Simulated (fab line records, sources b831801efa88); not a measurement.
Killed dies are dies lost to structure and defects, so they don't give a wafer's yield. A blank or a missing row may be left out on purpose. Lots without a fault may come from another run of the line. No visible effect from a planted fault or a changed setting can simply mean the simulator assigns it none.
Commonality check across tools || flow gf180mcu || 13 lots and 39 wafers in the sample

WHY IT WAS OPENED
3 of 13 lots carry a flag on the reading HV_LDD_4_TW at GF_HV_LDD_TW_MEAS_50. Wafers without a fault read 567, standard deviation 6.
Rule: a lot is flagged when every wafer of it that has a number lies more than 4 standard deviations from that mean, or none has a number. The other lots count as sound.

{"lot": "L228", "measured": "day 12 16:55", "on": "film_metro-02", "HV_LDD_4_TW, wafer by wafer": "559 561 560", "flag": ""}
{"lot": "L230", "measured": "day 12 23:21", "on": "film_metro-03", "HV_LDD_4_TW, wafer by wafer": "563 561 562", "flag": ""}
{"lot": "L232", "measured": "day 13 12:25", "on": "film_metro-03", "HV_LDD_4_TW, wafer by wafer": "565 570 566", "flag": ""}
{"lot": "L234", "measured": "day 14 14:34", "on": "film_metro-01", "HV_LDD_4_TW, wafer by wafer": "571 572 575", "flag": ""}
{"lot": "L236", "measured": "day 15 00:10", "on": "film_metro-01", "HV_LDD_4_TW, wafer by wafer": "571 573 571", "flag": ""}
{"lot": "L239", "measured": "day 15 21:46", "on": "film_metro-01", "HV_LDD_4_TW, wafer by wafer": "572 573 571", "flag": ""}
{"lot": "L242", "measured": "day 17 04:37", "on": "film_metro-03", "HV_LDD_4_TW, wafer by wafer": "562 561 562", "flag": ""}
{"lot": "L247", "measured": "day 18 14:56", "on": "film_metro-02", "HV_LDD_4_TW, wafer by wafer": "1434 1440 1431", "flag": "FLAGGED"}
{"lot": "L246", "measured": "day 18 15:47", "on": "film_metro-01", "HV_LDD_4_TW, wafer by wafer": "1465 1472 1472", "flag": "FLAGGED"}
{"lot": "L248", "measured": "day 19 16:29", "on": "film_metro-01", "HV_LDD_4_TW, wafer by wafer": "1461 1463 1459", "flag": "FLAGGED"}
{"lot": "L250", "measured": "day 19 20:40", "on": "film_metro-02", "HV_LDD_4_TW, wafer by wafer": "562 560 562", "flag": ""}
{"lot": "L249", "measured": "day 19 21:34", "on": "film_metro-02", "HV_LDD_4_TW, wafer by wafer": "562 561 561", "flag": ""}
{"lot": "L251", "measured": "day 20 09:22", "on": "film_metro-01", "HV_LDD_4_TW, wafer by wafer": "577 574 575", "flag": ""}
Flagged lots average 1455: +888 relative to the usual, that is +99 or more standard deviations.

TOOL THAT RAN EACH LOT
The record holds 1 process step before the reading, out of a route of 602 steps. Each cell gives the tool, then ch followed by the chambers the sampled wafers passed through, then the start.
{"lot": "L228", "flag": "", "GF_HV_LDD_COAT_26": "litho_track-03 ch 0, day 11 11:01"}
{"lot": "L230", "flag": "", "GF_HV_LDD_COAT_26": "litho_track-01 ch 0, day 11 19:04"}
{"lot": "L232", "flag": "", "GF_HV_LDD_COAT_26": "litho_track-01 ch 0, day 12 06:19"}
{"lot": "L234", "flag": "", "GF_HV_LDD_COAT_26": "litho_track-03 ch 0, day 13 08:19"}
{"lot": "L236", "flag": "", "GF_HV_LDD_COAT_26": "litho_track-04 ch 0, day 13 17:49"}
{"lot": "L239", "flag": "", "GF_HV_LDD_COAT_26": "litho_track-04 ch 0, day 14 14:04"}
{"lot": "L242", "flag": "", "GF_HV_LDD_COAT_26": "litho_track-01 ch 0, day 15 17:29"}
{"lot": "L247", "flag": "FLAGGED", "GF_HV_LDD_COAT_26": "litho_track-01, day 17 02:47"}
{"lot": "L246", "flag": "FLAGGED", "GF_HV_LDD_COAT_26": "litho_track-04, day 17 03:06"}
{"lot": "L248", "flag": "FLAGGED", "GF_HV_LDD_COAT_26": "litho_track-03, day 18 02:38"}
{"lot": "L250", "flag": "", "GF_HV_LDD_COAT_26": "litho_track-03 ch 0, day 18 07:31"}
{"lot": "L249", "flag": "", "GF_HV_LDD_COAT_26": "litho_track-03 ch 0, day 18 08:07"}
{"lot": "L251", "flag": "", "GF_HV_LDD_COAT_26": "litho_track-01 ch 0, day 18 19:41"}
What the steps here do:
- GF_HV_LDD_COAT_26: resist thk 1000 nm.
- GF_HV_LDD_TW_MEAS_50

FLAGGED OVER TOTAL, TOOL BY TOOL (the gauges that took the reading come last)
{"step": "GF_HV_LDD_COAT_26", "tool": "litho_track-01", "lots run": 5, "flagged": 1, "share of the flagged lots": "some", "sound lots run after its first flagged lot": "1 (L251)"}
{"step": "GF_HV_LDD_COAT_26", "tool": "litho_track-03", "lots run": 5, "flagged": 1, "share of the flagged lots": "some", "sound lots run after its first flagged lot": "2 (L250,L249)"}
{"step": "GF_HV_LDD_COAT_26", "tool": "litho_track-04", "lots run": 3, "flagged": 1, "share of the flagged lots": "some", "sound lots run after its first flagged lot": 0}
{"step": "GF_HV_LDD_TW_MEAS_50", "tool": "film_metro-01", "lots run": 6, "flagged": 2, "share of the flagged lots": "some", "sound lots run after its first flagged lot": "1 (L251)"}
{"step": "GF_HV_LDD_TW_MEAS_50", "tool": "film_metro-02", "lots run": 4, "flagged": 1, "share of the flagged lots": "some", "sound lots run after its first flagged lot": "2 (L250,L249)"}
{"step": "GF_HV_LDD_TW_MEAS_50", "tool": "film_metro-03", "lots run": 3, "flagged": 0, "share of the flagged lots": "none", "sound lots run after its first flagged lot": "-"}

WHAT THE TABLE ALLOWS
No row of the table ran every flagged lot.

WHAT THE SIMULATOR HAD PUT IN
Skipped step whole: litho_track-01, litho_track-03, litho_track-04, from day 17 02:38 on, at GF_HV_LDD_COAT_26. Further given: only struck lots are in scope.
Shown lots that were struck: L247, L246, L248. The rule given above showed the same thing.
